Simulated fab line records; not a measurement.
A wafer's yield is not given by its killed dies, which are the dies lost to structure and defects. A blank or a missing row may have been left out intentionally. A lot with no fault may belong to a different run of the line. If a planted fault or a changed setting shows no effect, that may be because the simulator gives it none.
Which tool did it?	flow sky130	36 wafers from 12 lots sampled at 2 of the route's 708 steps

WHAT EACH GAUGE READ, for each wafer
SKY_RES_PROTECT_TW_MEAS_08. Usual: POLY_GATE_TW typically reads 3996, with standard deviation 45.
lot	measured	on	POLY_GATE_TW	flag
L332	day 14 22:34	filmMetro-03	4020 3951 3986	
L334	day 15 15:38	filmMetro-03	3923 3940 3933	
L335	day 15 21:38	filmMetro-03	3971 3957 3949	
L336	day 16 18:53	filmMetro-03	3957 3953 3951	
L337	day 17 04:13	filmMetro-01	4041 4056 4030	
L340	day 17 22:26	filmMetro-03	3964 3969 3974	
L339	day 18 00:53	filmMetro-03	3978 4003 3986	
L344	day 19 08:24	filmMetro-03	3945 3944 3959	
L346	day 20 15:47	filmMetro-03	3972 3950 3954	
L347	day 21 03:46	filmMetro-03	3950 3949 3968	
L352	day 22 09:41	filmMetro-04	4063 4074 4045	
L354	day 23 06:04	filmMetro-03	3941 3939 3961	

SKY_POLY_GATE_CD_MEAS_13 targets a cd of 150 nm. Usual: cdNm at 149.9 nm, with a standard deviation of 1.4.
lot	measured	on	cdNm (nm)	flag
L332	day 16 03:34	cdSem-02	148.9 148.7 148.6	
L334	day 16 23:26	cdSem-02	150.5 150.9 151.3	
L335	day 17 08:23	cdSem-02	149.6 150.7 150.0	
L336	day 18 04:33	cdSem-01	150.0 151.0 149.8	
L337	day 18 18:52	cdSem-02	151.6 150.8 151.8	
L340	day 19 06:28	cdSem-02	148.8 148.3 148.9	
L339	day 19 09:47	cdSem-01	147.2 147.2 146.1	
L344	day 20 16:35	cdSem-01	151.1 150.5 151.5	
L346	day 22 00:03	cdSem-01	149.9 149.0 150.6	
L347	day 22 11:43	cdSem-02	147.5 149.6 147.8	
L352	day 23 17:03	cdSem-02	151.2 151.2 151.4	
L354	day 24 18:55	cdSem-02	150.5 151.0 149.2	

EACH LOT AND THE TOOL THAT RAN IT (in order: tool; ch and the chambers of the sampled wafers; start)
Before these readings, the record contains no process step.

AS READ BY THE TOOLS THEMSELVES (means over the sampled wafers that have a number; for cases with no such wafer, the mark the record gives instead)
The record holds no such reading with a usual standard deviation.

THE ANSWER, worked out from the rows above alone
Rule: a lot counts as off when the mean over its wafers that have a number is more than 3 standard deviations away from the usual mean. A lot without any number at a reading at which 4 lots or more have one is off too. Any other lot the step has rows for is counted as sound. The gauges are gone through in route order, then the tools' own readings, and for those a lot's mean is taken as printed above. At the first step where some lot is off, the reading lying furthest off is the one used; lots without a number count as furthest.
Nothing can be told from this: no lot is off at any reading shown.

WHAT THE SIMULATOR PUT IN
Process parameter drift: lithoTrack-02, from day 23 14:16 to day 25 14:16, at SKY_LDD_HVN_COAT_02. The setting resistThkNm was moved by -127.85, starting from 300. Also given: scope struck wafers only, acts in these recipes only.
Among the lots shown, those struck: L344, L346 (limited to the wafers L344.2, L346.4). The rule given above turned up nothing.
